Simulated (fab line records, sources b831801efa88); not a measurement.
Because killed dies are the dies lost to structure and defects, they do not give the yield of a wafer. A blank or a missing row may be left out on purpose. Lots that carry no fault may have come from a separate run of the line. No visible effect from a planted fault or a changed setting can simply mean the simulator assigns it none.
fab line records :: flow sfqLine
[record]
  lots = 7
  wafers = 21
  lastDay = 93
route steps=325 shown M1@58
lots that met no fault: taken from a fault-free run of the same line
startH: hours from the record's opening day to when the first of the lot's shown wafers began :: waitH: how many hours have passed since the lot's step before this one :: " repeats the value in the row above :: L1.1+2: a single row standing in for several wafers :: - value missing, or start not given :: * or withheld: withheld :: < > ~ a bound
route shown NAME@n: NAME is a module with steps in the file, n the number in the route of the first one :: usual: average and standard deviation across the fault-free wafers :: same: alike in all rows :: chamber/n: place in a boat :: sites: the reading at each site :: _std_site: the values' standard deviation :: _edge_site: inner sites' mean taken away from outer sites' mean :: radiusMm: how far each site lies from the wafer's centre :: mask NAME#n: copy n :: behind: the most recent tool/chamber to have shaped the wafer :: hold: why the lot was held/for how many hours/how that ended :: device: the n, p or np transistor that did not switch :: end of line: the same wafers' tests at the end of the route :: for a step that has no rows: nothing shown but its recipe :: killed: the dies lost at the first sort to structure and to defects; this is not the yield of the wafer :: map: per-die view of a wafer (x killed, . not killed, _ where there is no die)
set.NAME: setting as actually run; set.NAME@STEP: the setting as run at that earlier step :: model.NAME: the simulator's own value behind a step, which no gauge read
certain route steps with their lots: each step a table, each wafer a row
services: when a tool's chamber went out of use (startH, in hours from the record's first day, below 0 if earlier), for how many hours, and the reason
[[steps]]
[step SFQ_TRILAYER_M1_DEP_PRE_CLEAN_038]
[recipe]
  gas = Ar
  timeS = 22.5
  biasV = 250
[step SFQ_TRILAYER_M1_DEP_SPUTTER_037]
[recipe]
  material = Nb
  basePressurePa = 1.33e-06
  chamberPressurePa = 0.1333
  substrateTempC = 20
  resputterCathodeVoltageV = 400
  targetThkNm = 200
  powerW = 2000
  timeS = 133.3
[usual]
  throttleValvePct = 29.7/0.91
[same]
  timeS = 133.3
lot.wafer: L557.2
tool: pvdSputter-04
chamber: -
startH: 339.75
waitH: 0.0
throttleValvePct: 30.1

lot.wafer: L557.5
tool: pvdSputter-04
chamber: -
startH: 339.75
waitH: 0.0
throttleValvePct: 29.7

lot.wafer: L557.6
tool: pvdSputter-04
chamber: -
startH: 339.75
waitH: 0.0
throttleValvePct: 31.3

lot.wafer: L564.2
tool: pvdSputter-04
chamber: -
startH: 427.50
waitH: 0.0
throttleValvePct: 31.2

lot.wafer: L564.3
tool: pvdSputter-04
chamber: -
startH: 427.50
waitH: 0.0
throttleValvePct: 28.8

lot.wafer: L564.6
tool: pvdSputter-04
chamber: -
startH: 427.50
waitH: 0.0
throttleValvePct: 30.0

lot.wafer: L565.1
tool: pvdSputter-03
chamber: -
startH: 441.56
waitH: 0.0
throttleValvePct: 29.4

lot.wafer: L565.5
tool: pvdSputter-03
chamber: -
startH: 441.56
waitH: 0.0
throttleValvePct: 30.4

lot.wafer: L565.6
tool: pvdSputter-03
chamber: -
startH: 441.56
waitH: 0.0
throttleValvePct: 29.6

lot.wafer: L566.1
tool: pvdSputter-03
chamber: -
startH: 452.48
waitH: 0.0
throttleValvePct: 30.0

lot.wafer: L566.4
tool: pvdSputter-03
chamber: -
startH: 452.48
waitH: 0.0
throttleValvePct: 30.5

lot.wafer: L566.6
tool: pvdSputter-03
chamber: -
startH: 452.48
waitH: 0.0
throttleValvePct: 28.5

lot.wafer: L574.1
tool: pvdSputter-04
chamber: -
startH: 548.48
waitH: 0.0
throttleValvePct: 29.9

lot.wafer: L574.5
tool: pvdSputter-04
chamber: -
startH: 548.48
waitH: 0.0
throttleValvePct: 28.7

lot.wafer: L574.6
tool: pvdSputter-04
chamber: -
startH: 548.48
waitH: 0.0
throttleValvePct: 30.3

lot.wafer: L576.1
tool: pvdSputter-04
chamber: -
startH: 585.68
waitH: 0.0
throttleValvePct: 28.7

lot.wafer: L576.3
tool: pvdSputter-04
chamber: -
startH: 585.68
waitH: 0.0
throttleValvePct: 30.3

lot.wafer: L576.6
tool: pvdSputter-04
chamber: -
startH: 585.68
waitH: 0.0
throttleValvePct: 31.4

lot.wafer: L578.2
tool: pvdSputter-03
chamber: -
startH: 604.47
waitH: 0.0
throttleValvePct: 28.5

lot.wafer: L578.4
tool: pvdSputter-03
chamber: -
startH: 604.47
waitH: 0.0
throttleValvePct: 29.7

lot.wafer: L578.5
tool: pvdSputter-03
chamber: -
startH: 604.47
waitH: 0.0
throttleValvePct: 28.3
[step SFQ_M1_RS_MEAS_909]
[recipe]
  thkMeasGauge = four-point-probe
  reads = Nb_of_TRILAYER_M1_DEP_SPUTTER_037
[usual]
  M1_NB_RS = 0.887/0.0081
lot.wafer: L557.2
tool: filmMetro-01
chamber: -
startH: 339.86
waitH: 0.1
M1_NB_RS[ohm/sq]: 0.894

lot.wafer: L557.5
tool: filmMetro-01
chamber: -
startH: 339.86
waitH: 0.1
M1_NB_RS[ohm/sq]: 0.894

lot.wafer: L557.6
tool: filmMetro-01
chamber: -
startH: 339.86
waitH: 0.1
M1_NB_RS[ohm/sq]: 0.888

lot.wafer: L564.2
tool: filmMetro-03
chamber: -
startH: 427.62
waitH: 0.1
M1_NB_RS[ohm/sq]: 0.898

lot.wafer: L564.3
tool: filmMetro-03
chamber: -
startH: 427.62
waitH: 0.1
M1_NB_RS[ohm/sq]: 0.894

lot.wafer: L564.6
tool: filmMetro-03
chamber: -
startH: 427.62
waitH: 0.1
M1_NB_RS[ohm/sq]: 0.904

lot.wafer: L565.1
tool: filmMetro-03
chamber: -
startH: 441.65
waitH: 0.0
M1_NB_RS[ohm/sq]: 0.879

lot.wafer: L565.5
tool: filmMetro-03
chamber: -
startH: 441.65
waitH: 0.0
M1_NB_RS[ohm/sq]: 0.875

lot.wafer: L565.6
tool: filmMetro-03
chamber: -
startH: 441.65
waitH: 0.0
M1_NB_RS[ohm/sq]: 0.884

lot.wafer: L566.1
tool: filmMetro-03
chamber: -
startH: 452.57
waitH: 0.0
M1_NB_RS[ohm/sq]: 0.885

lot.wafer: L566.4
tool: filmMetro-03
chamber: -
startH: 452.57
waitH: 0.0
M1_NB_RS[ohm/sq]: 0.875

lot.wafer: L566.6
tool: filmMetro-03
chamber: -
startH: 452.57
waitH: 0.0
M1_NB_RS[ohm/sq]: 0.877

lot.wafer: L574.1
tool: filmMetro-04
chamber: -
startH: 548.57
waitH: 0.0
M1_NB_RS[ohm/sq]: 0.874

lot.wafer: L574.5
tool: filmMetro-04
chamber: -
startH: 548.57
waitH: 0.0
M1_NB_RS[ohm/sq]: 0.873

lot.wafer: L574.6
tool: filmMetro-04
chamber: -
startH: 548.57
waitH: 0.0
M1_NB_RS[ohm/sq]: 0.878

lot.wafer: L576.1
tool: filmMetro-04
chamber: -
startH: 585.77
waitH: 0.0
M1_NB_RS[ohm/sq]: 0.886

lot.wafer: L576.3
tool: filmMetro-04
chamber: -
startH: 585.77
waitH: 0.0
M1_NB_RS[ohm/sq]: 0.886

lot.wafer: L576.6
tool: filmMetro-04
chamber: -
startH: 585.77
waitH: 0.0
M1_NB_RS[ohm/sq]: 0.889

lot.wafer: L578.2
tool: filmMetro-01
chamber: -
startH: 604.58
waitH: 0.1
M1_NB_RS[ohm/sq]: 0.889

lot.wafer: L578.4
tool: filmMetro-01
chamber: -
startH: 604.58
waitH: 0.1
M1_NB_RS[ohm/sq]: 0.902

lot.wafer: L578.5
tool: filmMetro-01
chamber: -
startH: 604.58
waitH: 0.1
M1_NB_RS[ohm/sq]: 0.892
[step SFQ_TRILAYER_M1_LITHO_COAT_044]
[recipe]
  resist = BARC
  spinRpm = 3000
  resistThkNm = 62
[step SFQ_TRILAYER_M1_LITHO_COAT_039]
[recipe]
  resist = KrF
  spinRpm = 3000
  resistThkNm = 600
[step SFQ_TRILAYER_M1_LITHO_SOFTBAKE_043]
[recipe]
  tempC = withheld
  timeS = withheld
  resist = KrF
[step SFQ_TRILAYER_M1_LITHO_EXPOSE_040]
[recipe]
  maskId = M1
  na = 0.6
  sourceShape = conventional
  sigmaOuter = 0.65
  targetCdNm = 500
  doseMj = 14.4
[step SFQ_TRILAYER_M1_LITHO_PEB_042]
[recipe]
  pebTempC = 115
  pebTimeS = 60
  resist = KrF
[step SFQ_TRILAYER_M1_LITHO_DEVELOP_041]
[recipe]
  timeS = 60
  resist = KrF
[step SFQ_M1_OVL_MEAS_911]
[usual]
  M1_OVL = 1/4.9
lot.wafer: L557.2
tool: overlay-01
chamber: -
startH: 488.03
waitH: 0.1
M1_OVL[nm]: 4

lot.wafer: L557.5
tool: overlay-01
chamber: -
startH: 488.03
waitH: 0.1
M1_OVL[nm]: 3

lot.wafer: L557.6
tool: overlay-01
chamber: -
startH: 488.03
waitH: 0.1
M1_OVL[nm]: 2

lot.wafer: L564.2
tool: overlay-01
chamber: -
startH: 593.76
waitH: 0.1
M1_OVL[nm]: -3

lot.wafer: L564.3
tool: overlay-01
chamber: -
startH: 593.76
waitH: 0.1
M1_OVL[nm]: -3

lot.wafer: L564.6
tool: overlay-01
chamber: -
startH: 593.76
waitH: 0.1
M1_OVL[nm]: -2

lot.wafer: L565.1
tool: overlay-02
chamber: -
startH: 609.48
waitH: 0.1
M1_OVL[nm]: -8

lot.wafer: L565.5
tool: overlay-02
chamber: -
startH: 609.48
waitH: 0.1
M1_OVL[nm]: -8

lot.wafer: L565.6
tool: overlay-02
chamber: -
startH: 609.48
waitH: 0.1
M1_OVL[nm]: -8

lot.wafer: L566.1
tool: overlay-01
chamber: -
startH: 619.07
waitH: 0.1
M1_OVL[nm]: -4

lot.wafer: L566.4
tool: overlay-01
chamber: -
startH: 619.07
waitH: 0.1
M1_OVL[nm]: 3

lot.wafer: L566.6
tool: overlay-01
chamber: -
startH: 619.07
waitH: 0.1
M1_OVL[nm]: 4

lot.wafer: L574.1
tool: overlay-02
chamber: -
startH: 628.67
waitH: 0.1
M1_OVL[nm]: 4

lot.wafer: L574.5
tool: overlay-02
chamber: -
startH: 628.67
waitH: 0.1
M1_OVL[nm]: 4

lot.wafer: L574.6
tool: overlay-02
chamber: -
startH: 628.67
waitH: 0.1
M1_OVL[nm]: 4

lot.wafer: L576.1
tool: overlay-02
chamber: -
startH: 631.07
waitH: 0.1
M1_OVL[nm]: -3

lot.wafer: L576.3
tool: overlay-02
chamber: -
startH: 631.07
waitH: 0.1
M1_OVL[nm]: -1

lot.wafer: L576.6
tool: overlay-02
chamber: -
startH: 631.07
waitH: 0.1
M1_OVL[nm]: -2

lot.wafer: L578.2
tool: overlay-02
chamber: -
startH: 633.48
waitH: 0.1
M1_OVL[nm]: -5

lot.wafer: L578.4
tool: overlay-02
chamber: -
startH: 633.48
waitH: 0.1
M1_OVL[nm]: -3

lot.wafer: L578.5
tool: overlay-02
chamber: -
startH: 633.48
waitH: 0.1
M1_OVL[nm]: -5
[step SFQ_TRILAYER_M1_BARC_OPEN_METAL_ETCH_054]
[recipe]
  maskMaterial = PR
  chemistry = O2
  targetDepthNm = 125
  target = BARC
  icpW = 600
  biasW = 80
  pressureMtorr = 10
  timeS = 41.7
[usual]
  drypumpMotorCurrentA = 5.9/0.35
  oesProductAu = 0.685/0.0041
[same]
  timeS = 41.7
lot.wafer: L557.2
tool: rieMetal-03
chamber: 1
startH: 488.06
waitH: 0.0
drypumpMotorCurrentA: 6.3
oesProductAu: 0.688
rfHoursCounterH: 57

lot.wafer: L557.5
tool: rieMetal-03
chamber: 1
startH: 488.06
waitH: 0.0
drypumpMotorCurrentA: 6.3
oesProductAu: 0.690
rfHoursCounterH: -

lot.wafer: L557.6
tool: rieMetal-03
chamber: 0
startH: 488.06
waitH: 0.0
drypumpMotorCurrentA: 5.5
oesProductAu: 0.694
rfHoursCounterH: -

lot.wafer: L564.2
tool: rieMetal-03
chamber: 0
startH: 593.79
waitH: 0.0
drypumpMotorCurrentA: 5.5
oesProductAu: 0.679
rfHoursCounterH: 118

lot.wafer: L564.3
tool: rieMetal-03
chamber: 1
startH: 593.79
waitH: 0.0
drypumpMotorCurrentA: 6.3
oesProductAu: 0.688
rfHoursCounterH: -

lot.wafer: L564.6
tool: rieMetal-03
chamber: 0
startH: 593.79
waitH: 0.0
drypumpMotorCurrentA: 5.5
oesProductAu: 0.686
rfHoursCounterH: -

lot.wafer: L565.1
tool: rieMetal-03
chamber: 1
startH: 609.52
waitH: 0.0
drypumpMotorCurrentA: 6.3
oesProductAu: 0.683
rfHoursCounterH: 73

lot.wafer: L565.5
tool: rieMetal-03
chamber: 1
startH: 609.52
waitH: 0.0
drypumpMotorCurrentA: 6.3
oesProductAu: 0.687
rfHoursCounterH: -

lot.wafer: L565.6
tool: rieMetal-03
chamber: 0
startH: 609.52
waitH: 0.0
drypumpMotorCurrentA: 5.4
oesProductAu: 0.690
rfHoursCounterH: -

lot.wafer: L566.1
tool: rieMetal-04
chamber: 1
startH: 619.11
waitH: 0.0
drypumpMotorCurrentA: 6.3
oesProductAu: 0.684
rfHoursCounterH: 133

lot.wafer: L566.4
tool: rieMetal-04
chamber: 1
startH: 619.11
waitH: 0.0
drypumpMotorCurrentA: 6.3
oesProductAu: 0.678
rfHoursCounterH: -

lot.wafer: L566.6
tool: rieMetal-04
chamber: 0
startH: 619.11
waitH: 0.0
drypumpMotorCurrentA: 5.7
oesProductAu: 0.688
rfHoursCounterH: -

lot.wafer: L574.1
tool: rieMetal-04
chamber: 0
startH: 628.71
waitH: 0.0
drypumpMotorCurrentA: 5.6
oesProductAu: 0.686
rfHoursCounterH: 22

lot.wafer: L574.5
tool: rieMetal-04
chamber: 1
startH: 628.71
waitH: 0.0
drypumpMotorCurrentA: 6.2
oesProductAu: 0.681
rfHoursCounterH: -

lot.wafer: L574.6
tool: rieMetal-04
chamber: 0
startH: 628.71
waitH: 0.0
drypumpMotorCurrentA: 5.6
oesProductAu: 0.688
rfHoursCounterH: -

lot.wafer: L576.1
tool: rieMetal-04
chamber: 1
startH: 631.11
waitH: 0.0
drypumpMotorCurrentA: 6.3
oesProductAu: 0.684
rfHoursCounterH: 136

lot.wafer: L576.3
tool: rieMetal-04
chamber: 1
startH: 631.11
waitH: 0.0
drypumpMotorCurrentA: 6.3
oesProductAu: 0.688
rfHoursCounterH: -

lot.wafer: L576.6
tool: rieMetal-04
chamber: 1
startH: 631.11
waitH: 0.0
drypumpMotorCurrentA: 6.2
oesProductAu: 0.673
rfHoursCounterH: -

lot.wafer: L578.2
tool: rieMetal-04
chamber: 1
startH: 633.51
waitH: 0.0
drypumpMotorCurrentA: 6.2
oesProductAu: 0.689
rfHoursCounterH: 136

lot.wafer: L578.4
tool: rieMetal-04
chamber: 1
startH: 633.51
waitH: 0.0
drypumpMotorCurrentA: 6.2
oesProductAu: 0.688
rfHoursCounterH: -

lot.wafer: L578.5
tool: rieMetal-04
chamber: 1
startH: 633.51
waitH: 0.0
drypumpMotorCurrentA: 6.3
oesProductAu: 0.684
rfHoursCounterH: -
[step SFQ_TRILAYER_M1_ETCH_METAL_ETCH_042]
[recipe]
  target = Nb
  stopOn = SiO2
  maskMaterial = PR
  chemistry = Cl2/Ar
  targetDepthNm = 240
  icpW = 600
  biasW = 80
  pressureMtorr = 10
  timeS = 120
[usual]
  drypumpMotorCurrentA = 5.9/0.35
  oesProductAu = 0.896/0.0068
[same]
  timeS = 120
lot.wafer: L557.2
tool: rieMetal-03
chamber: 1
startH: 488.12
waitH: 0.0
drypumpMotorCurrentA: 6.3
oesProductAu: 0.896
rfHoursCounterH: 57
model.KrF_of_TRILAYER_M1_LITHO_COAT_039.thkNm: 384.5
model.M1.featureDepthNm: 199
model.SiO2_of_TRILAYER_I0_DEP_PECVD_027.thkNm: 192.5

lot.wafer: L557.5
tool: rieMetal-03
chamber: 1
startH: 488.12
waitH: 0.0
drypumpMotorCurrentA: 6.3
oesProductAu: 0.894
rfHoursCounterH: -
model.KrF_of_TRILAYER_M1_LITHO_COAT_039.thkNm: 379.9
model.M1.featureDepthNm: 199.5
model.SiO2_of_TRILAYER_I0_DEP_PECVD_027.thkNm: 193.4

lot.wafer: L557.6
tool: rieMetal-03
chamber: 0
startH: 488.12
waitH: 0.0
drypumpMotorCurrentA: 5.4
oesProductAu: 0.905
rfHoursCounterH: -
model.KrF_of_TRILAYER_M1_LITHO_COAT_039.thkNm: 381.7
model.M1.featureDepthNm: 200.3
model.SiO2_of_TRILAYER_I0_DEP_PECVD_027.thkNm: 193.2

lot.wafer: L564.2
tool: rieMetal-03
chamber: 0
startH: 593.85
waitH: 0.0
drypumpMotorCurrentA: 5.5
oesProductAu: 0.892
rfHoursCounterH: 118
model.KrF_of_TRILAYER_M1_LITHO_COAT_039.thkNm: 380.6
model.M1.featureDepthNm: 197.9
model.SiO2_of_TRILAYER_I0_DEP_PECVD_027.thkNm: 193.1

lot.wafer: L564.3
tool: rieMetal-03
chamber: 1
startH: 593.85
waitH: 0.0
drypumpMotorCurrentA: 6.3
oesProductAu: 0.880
rfHoursCounterH: -
model.KrF_of_TRILAYER_M1_LITHO_COAT_039.thkNm: 380.5
model.M1.featureDepthNm: 198.6
model.SiO2_of_TRILAYER_I0_DEP_PECVD_027.thkNm: 192.2

lot.wafer: L564.6
tool: rieMetal-03
chamber: 0
startH: 593.85
waitH: 0.0
drypumpMotorCurrentA: 5.5
oesProductAu: 0.894
rfHoursCounterH: -
model.KrF_of_TRILAYER_M1_LITHO_COAT_039.thkNm: 379.8
model.M1.featureDepthNm: 196.9
model.SiO2_of_TRILAYER_I0_DEP_PECVD_027.thkNm: 191.5

lot.wafer: L565.1
tool: rieMetal-03
chamber: 1
startH: 609.58
waitH: 0.0
drypumpMotorCurrentA: 6.3
oesProductAu: 0.895
rfHoursCounterH: 74
model.KrF_of_TRILAYER_M1_LITHO_COAT_039.thkNm: 382.6
model.M1.featureDepthNm: 202.1
model.SiO2_of_TRILAYER_I0_DEP_PECVD_027.thkNm: 193.7

lot.wafer: L565.5
tool: rieMetal-03
chamber: 1
startH: 609.58
waitH: 0.0
drypumpMotorCurrentA: 6.3
oesProductAu: 0.906
rfHoursCounterH: -
model.KrF_of_TRILAYER_M1_LITHO_COAT_039.thkNm: 385.1
model.M1.featureDepthNm: 203.1
model.SiO2_of_TRILAYER_I0_DEP_PECVD_027.thkNm: 191.6

lot.wafer: L565.6
tool: rieMetal-03
chamber: 0
startH: 609.58
waitH: 0.0
drypumpMotorCurrentA: 5.4
oesProductAu: 0.895
rfHoursCounterH: -
model.KrF_of_TRILAYER_M1_LITHO_COAT_039.thkNm: 385.9
model.M1.featureDepthNm: 201.4
model.SiO2_of_TRILAYER_I0_DEP_PECVD_027.thkNm: 192.5

lot.wafer: L566.1
tool: rieMetal-04
chamber: 1
startH: 619.17
waitH: 0.0
drypumpMotorCurrentA: 6.2
oesProductAu: 0.890
rfHoursCounterH: 133
model.KrF_of_TRILAYER_M1_LITHO_COAT_039.thkNm: 381.1
model.M1.featureDepthNm: 201.3
model.SiO2_of_TRILAYER_I0_DEP_PECVD_027.thkNm: 194.7

lot.wafer: L566.4
tool: rieMetal-04
chamber: 1
startH: 619.17
waitH: 0.0
drypumpMotorCurrentA: 6.3
oesProductAu: 0.901
rfHoursCounterH: -
model.KrF_of_TRILAYER_M1_LITHO_COAT_039.thkNm: 381.7
model.M1.featureDepthNm: 203.1
model.SiO2_of_TRILAYER_I0_DEP_PECVD_027.thkNm: 195.6

lot.wafer: L566.6
tool: rieMetal-04
chamber: 0
startH: 619.17
waitH: 0.0
drypumpMotorCurrentA: 5.7
oesProductAu: 0.897
rfHoursCounterH: -
model.KrF_of_TRILAYER_M1_LITHO_COAT_039.thkNm: 381.2
model.M1.featureDepthNm: 202.4
model.SiO2_of_TRILAYER_I0_DEP_PECVD_027.thkNm: 193.2

lot.wafer: L574.1
tool: rieMetal-04
chamber: 0
startH: 628.77
waitH: 0.0
drypumpMotorCurrentA: 5.7
oesProductAu: 0.911
rfHoursCounterH: 22
model.KrF_of_TRILAYER_M1_LITHO_COAT_039.thkNm: 306.8
model.M1.featureDepthNm: 215.7
model.SiO2_of_TRILAYER_I0_DEP_PECVD_027.thkNm: 181.3

lot.wafer: L574.5
tool: rieMetal-04
chamber: 1
startH: 628.77
waitH: 0.0
drypumpMotorCurrentA: 6.3
oesProductAu: 0.904
rfHoursCounterH: -
model.KrF_of_TRILAYER_M1_LITHO_COAT_039.thkNm: 375.9
model.M1.featureDepthNm: 203.8
model.SiO2_of_TRILAYER_I0_DEP_PECVD_027.thkNm: 193.2

lot.wafer: L574.6
tool: rieMetal-04
chamber: 0
startH: 628.77
waitH: 0.0
drypumpMotorCurrentA: 5.7
oesProductAu: 0.903
rfHoursCounterH: -
model.KrF_of_TRILAYER_M1_LITHO_COAT_039.thkNm: 378.3
model.M1.featureDepthNm: 202.9
model.SiO2_of_TRILAYER_I0_DEP_PECVD_027.thkNm: 193.4

lot.wafer: L576.1
tool: rieMetal-04
chamber: 1
startH: 631.17
waitH: 0.0
drypumpMotorCurrentA: 6.3
oesProductAu: 0.898
rfHoursCounterH: 136
model.KrF_of_TRILAYER_M1_LITHO_COAT_039.thkNm: 311.4
model.M1.featureDepthNm: 213
model.SiO2_of_TRILAYER_I0_DEP_PECVD_027.thkNm: 181.3

lot.wafer: L576.3
tool: rieMetal-04
chamber: 1
startH: 631.17
waitH: 0.0
drypumpMotorCurrentA: 6.3
oesProductAu: 0.897
rfHoursCounterH: -
model.KrF_of_TRILAYER_M1_LITHO_COAT_039.thkNm: 381.7
model.M1.featureDepthNm: 201.1
model.SiO2_of_TRILAYER_I0_DEP_PECVD_027.thkNm: 191.6

lot.wafer: L576.6
tool: rieMetal-04
chamber: 1
startH: 631.17
waitH: 0.0
drypumpMotorCurrentA: 6.3
oesProductAu: 0.900
rfHoursCounterH: -
model.KrF_of_TRILAYER_M1_LITHO_COAT_039.thkNm: 382.1
model.M1.featureDepthNm: 200.5
model.SiO2_of_TRILAYER_I0_DEP_PECVD_027.thkNm: 193.7

lot.wafer: L578.2
tool: rieMetal-04
chamber: 1
startH: 633.57
waitH: 0.0
drypumpMotorCurrentA: 6.2
oesProductAu: 0.894
rfHoursCounterH: 136
model.KrF_of_TRILAYER_M1_LITHO_COAT_039.thkNm: 379.5
model.M1.featureDepthNm: 200.1
model.SiO2_of_TRILAYER_I0_DEP_PECVD_027.thkNm: 191.3

lot.wafer: L578.4
tool: rieMetal-04
chamber: 1
startH: 633.57
waitH: 0.0
drypumpMotorCurrentA: 6.3
oesProductAu: 0.885
rfHoursCounterH: -
model.KrF_of_TRILAYER_M1_LITHO_COAT_039.thkNm: 312
model.M1.featureDepthNm: 209.4
model.SiO2_of_TRILAYER_I0_DEP_PECVD_027.thkNm: 180.5

lot.wafer: L578.5
tool: rieMetal-04
chamber: 1
startH: 633.57
waitH: 0.0
drypumpMotorCurrentA: 6.2
oesProductAu: 0.891
rfHoursCounterH: -
model.KrF_of_TRILAYER_M1_LITHO_COAT_039.thkNm: 380.3
model.M1.featureDepthNm: 199.3
model.SiO2_of_TRILAYER_I0_DEP_PECVD_027.thkNm: 190.9
[step SFQ_TRILAYER_M1_STRIP_STRIP_043]
[recipe]
  gas = O2
  powerW = 200
  platenTempC = 40
  overashFraction = 0.65
  chemistry = O2
  pressureMtorr = 50
[usual]
  drypumpMotorCurrentA = 5.9/0.35
  oesProductAu = 1.002/0.0084
[same]
  overashFraction = 0.65
lot.wafer: L557.2
tool: rieMetal-03
chamber: 1
startH: 488.24
waitH: 0.1
drypumpMotorCurrentA: 6.3
oesProductAu: 1.000
rfHoursCounterH: 57

lot.wafer: L557.5
tool: rieMetal-03
chamber: 1
startH: 488.24
waitH: 0.1
drypumpMotorCurrentA: 6.3
oesProductAu: 0.991
rfHoursCounterH: -

lot.wafer: L557.6
tool: rieMetal-03
chamber: 0
startH: 488.24
waitH: 0.1
drypumpMotorCurrentA: 5.5
oesProductAu: 0.995
rfHoursCounterH: -

lot.wafer: L564.2
tool: rieMetal-03
chamber: 0
startH: 593.98
waitH: 0.1
drypumpMotorCurrentA: 5.5
oesProductAu: 0.986
rfHoursCounterH: 118

lot.wafer: L564.3
tool: rieMetal-03
chamber: 1
startH: 593.98
waitH: 0.1
drypumpMotorCurrentA: 6.3
oesProductAu: 0.987
rfHoursCounterH: -

lot.wafer: L564.6
tool: rieMetal-03
chamber: 0
startH: 593.98
waitH: 0.1
drypumpMotorCurrentA: 5.4
oesProductAu: 0.981
rfHoursCounterH: -

lot.wafer: L565.1
tool: rieMetal-03
chamber: 1
startH: 609.70
waitH: 0.1
drypumpMotorCurrentA: 6.3
oesProductAu: 1.003
rfHoursCounterH: 74

lot.wafer: L565.5
tool: rieMetal-03
chamber: 1
startH: 609.70
waitH: 0.1
drypumpMotorCurrentA: 6.3
oesProductAu: 1.000
rfHoursCounterH: -

lot.wafer: L565.6
tool: rieMetal-03
chamber: 0
startH: 609.70
waitH: 0.1
drypumpMotorCurrentA: 5.4
oesProductAu: 0.994
rfHoursCounterH: -

lot.wafer: L566.1
tool: rieMetal-04
chamber: 1
startH: 619.29
waitH: 0.1
drypumpMotorCurrentA: 6.3
oesProductAu: 1.006
rfHoursCounterH: 133

lot.wafer: L566.4
tool: rieMetal-04
chamber: 1
startH: 619.29
waitH: 0.1
drypumpMotorCurrentA: 6.2
oesProductAu: 1.006
rfHoursCounterH: -

lot.wafer: L566.6
tool: rieMetal-04
chamber: 0
startH: 619.29
waitH: 0.1
drypumpMotorCurrentA: 5.7
oesProductAu: 1.011
rfHoursCounterH: -

lot.wafer: L574.1
tool: rieMetal-04
chamber: 0
startH: 628.89
waitH: 0.1
drypumpMotorCurrentA: 5.7
oesProductAu: 0.999
rfHoursCounterH: 22

lot.wafer: L574.5
tool: rieMetal-04
chamber: 1
startH: 628.89
waitH: 0.1
drypumpMotorCurrentA: 6.2
oesProductAu: 1.014
rfHoursCounterH: -

lot.wafer: L574.6
tool: rieMetal-04
chamber: 0
startH: 628.89
waitH: 0.1
drypumpMotorCurrentA: 5.7
oesProductAu: 0.999
rfHoursCounterH: -

lot.wafer: L576.1
tool: rieMetal-04
chamber: 1
startH: 631.29
waitH: 0.1
drypumpMotorCurrentA: 6.2
oesProductAu: 1.013
rfHoursCounterH: 136

lot.wafer: L576.3
tool: rieMetal-04
chamber: 1
startH: 631.29
waitH: 0.1
drypumpMotorCurrentA: 6.2
oesProductAu: 1.016
rfHoursCounterH: -

lot.wafer: L576.6
tool: rieMetal-04
chamber: 1
startH: 631.29
waitH: 0.1
drypumpMotorCurrentA: 6.3
oesProductAu: 1.012
rfHoursCounterH: -

lot.wafer: L578.2
tool: rieMetal-04
chamber: 1
startH: 633.69
waitH: 0.1
drypumpMotorCurrentA: 6.2
oesProductAu: 1.016
rfHoursCounterH: 137

lot.wafer: L578.4
tool: rieMetal-04
chamber: 1
startH: 633.69
waitH: 0.1
drypumpMotorCurrentA: 6.2
oesProductAu: 1.015
rfHoursCounterH: -

lot.wafer: L578.5
tool: rieMetal-04
chamber: 1
startH: 633.69
waitH: 0.1
drypumpMotorCurrentA: 6.2
oesProductAu: 1.011
rfHoursCounterH: -
[[services]]
tool: pvdSputter-04
chamber: -
startH: 319.85
hours: 0.8
kind: repair

tool: pvdSputter-04
chamber: -
startH: 380.56
hours: 4.3
kind: repair

tool: rieMetal-04
chamber: -
startH: 388.99
hours: 1.4
kind: pm

tool: pvdSputter-03
chamber: -
startH: 404.02
hours: 2.8
kind: repair

tool: pvdSputter-04
chamber: -
startH: 421.94
hours: 4.6
kind: repair

tool: pvdSputter-04
chamber: -
startH: 429.73
hours: 4.9
kind: repair

tool: rieMetal-04
chamber: 0
startH: 442.59
hours: -
kind: clean

tool: rieMetal-04
chamber: 0
startH: 442.59
hours: 20.4
kind: scheduledDown

tool: rieMetal-04
chamber: 0
startH: 442.59
hours: 20.4
kind: ventCycle

tool: pvdSputter-03
chamber: -
startH: 461.32
hours: 3.2
kind: repair

tool: rieMetal-04
chamber: 1
startH: 504.60
hours: 2.9
kind: repair

tool: pvdSputter-04
chamber: 1
startH: 518.75
hours: -
kind: consumableReplace:kit

tool: pvdSputter-04
chamber: 1
startH: 518.75
hours: 18.0
kind: scheduledDown

tool: pvdSputter-04
chamber: 1
startH: 518.75
hours: 18.0
kind: ventCycle

tool: rieMetal-03
chamber: -
startH: 525.62
hours: 2.8
kind: pm

tool: pvdSputter-03
chamber: -
startH: 538.91
hours: 1.9
kind: repair

tool: pvdSputter-03
chamber: -
startH: 558.97
hours: 1.9
kind: repair
[[key]]
firstSign none at tools or gauges
[modelEffect]
  step = SFQ_TRILAYER_M1_ETCH_METAL_ETCH_042
  value = KrF_of_TRILAYER_M1_LITHO_COAT_039.thkNm
  without = 378.7
  struck = 310.1
metAt SFQ_TRILAYER_M1_ETCH_METAL_ETCH_042
struckWafers L574.1,L576.1,L578.4
onsetBetween 619.17 628.77
[fault]
  kind = processParameterDrift
  tool = rieMetal-04
  chamber = -
  onsetH = 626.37
  steps = SFQ_TRILAYER_M1_ETCH_METAL_ETCH_042
  channel = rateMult
  offset = 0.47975
  shape = step
  endH = 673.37
  scope = struckWafersOnly
